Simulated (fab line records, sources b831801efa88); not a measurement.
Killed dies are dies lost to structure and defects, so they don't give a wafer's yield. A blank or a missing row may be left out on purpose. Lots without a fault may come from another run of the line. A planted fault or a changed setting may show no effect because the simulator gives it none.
A struck lot beside a sound one | flow gf180mcu | 28 steps out of a route of 602
Sound: wafers L896.2, L896.5, L896.6. Struck: wafers L883.1, L883.3, L883.5. The cause comes at the end.
At each step with rows: each side's tool, then ch and its chambers, then its first start. Under that, the readings that differ: sound wafers | struck wafers | difference of the means | sigmas: that difference in standard deviations of wafers without a fault.
alike: readings whose means differ by less than 2 such deviations, and words and numbers that are the same on both sides. not compared: withheld readings, readings that some wafer has no value for, bounds like >300 that may hide the same value, and numbers for which the record gives no deviation and whose values overlap.
The two part at a step that has a row with sigmas, a row that says differs or no value, or rows on one side only. Numbers that don't overlap but have no deviation are shown without sigmas and don't part them. A reading that every wafer of one side lacks parts them only if that side has two wafers or more.

first, 8 steps without rows for these wafers: GF_M3_PEB_12 (peb time 90 s); GF_M3_DEVELOP_13 (develop time 60 s); GF_M3_METAL_ETCH_16 (etches the open film in Cl2/BCl3, stops on SiO2, target depth 750.8 nm, time 125.1 s); GF_M3_STRIP_17 (strips in O2/N2); GF_M3_STRIP_18 (strips in post etch residue remover, time 1200 s); GF_M3_CLEAN_19 (cleans in DIW); GF_V3_CVD_00 (deposits SiO2, target thk 600 nm, time 100 s); GF_V3_CVD_02 (deposits SiO2 from TEOS, target thk 850 nm, time 94.851 s).
GF_V3_CMP_04: polishes SiO2.
  sound on cmp-02 ch 0,2,3, day 27 14:23; struck on cmp-02 ch 1,2, day 23 15:58
  reading                             | sound             | struck            | difference | sigmas
  time_to_endpoint_s (s)              | 77 81 77          | 99 92 96          | +17        | +3
  model.SiO2_of_V3_CVD_02.thk_nm (nm) | 633.2 633.5 632.4 | 569.5 566.3 568.6 | -64.9      |
  alike: motor_current_A
then, 9 steps without rows for these wafers: GF_V3_DEHYDRATE_06 (time 60 s); GF_V3_HMDS_07 (prime time 60 s); GF_V3_COAT_08; GF_V3_COAT_09 (resist thk 1000 nm); GF_V3_SOFTBAKE_10 (time 60 s); GF_V3_EXPOSE_11 (exposes mask Via3, target cd 260 nm); GF_V3_PEB_12 (peb time 90 s); GF_V3_DEVELOP_13 (develop time 60 s); GF_V3_ETCH_16 (etches BARC in N2/H2).
GF_V3_ETCH_17: etches SiO2 in C4F8/O2/Ar, stops on TiN, target depth 635 nm.
  sound on rie_diel-04 ch 0,1; struck on rie_diel-04 ch 0,1,2
  reading                        | sound             | struck            | difference | sigmas
  oes_product_au (a.u.)          | 0.858 0.851 0.854 | 0.807 0.805 0.811 | -0.047     | -11
  model.V3.feature_depth_nm (nm) | 633.2 633.5 632.4 | 569.5 566.3 568.6 | -64.9      |
  model.etch.depth_nm (nm)       | 633.2 633.5 632.4 | 569.5 566.3 568.6 | -64.9      |
then, 6 steps without rows for these wafers: GF_V3_STRIP_18 (strips in O2/N2); GF_V3_STRIP_19 (strips in post etch residue remover, time 1200 s); GF_V3_CLEAN_20 (cleans in DIW); GF_V3_SPUTTER_21 (material Ti, target thk 15 nm, time 80.02 s); GF_V3_SPUTTER_22 (material TiN, target thk 10 nm, time 40 s); GF_V3_CVD_23 (deposits W, target thk 350 nm, time 104.9 s).
GF_V3_CMP_26: polishes, stops on SiO2, t overpolish 15 s, target thk 0 nm.
  sound on cmp-02 ch 1,2,3, day 28 11:55; struck on cmp-01 ch 0,1,2, day 24 15:35
  reading                             | sound             | struck            | difference | sigmas
  model.SiO2_of_V3_CVD_02.thk_nm (nm) | 629.4 629.7 628.6 | 565.7 562.5 564.8 | -64.9      |
  alike: motor_current_A
then, 1 step without rows for these wafers: GF_M4_SPUTTER_00 (material Ti, target thk 37.5 nm, time 150 s).
GF_PASSIVATION_PROBE_99:
  the record has rows for the sound wafers here (prober-02, day 34 00:55) and none for the struck ones

WHERE THEY PART
First at GF_V3_CMP_04; last, within this record, at GF_PASSIVATION_PROBE_99.

WHY: what the simulator had put in
Process parameter drift: cmp-02, from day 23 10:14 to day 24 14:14, at GF_V3_CMP_04. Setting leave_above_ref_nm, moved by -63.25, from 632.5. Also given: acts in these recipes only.
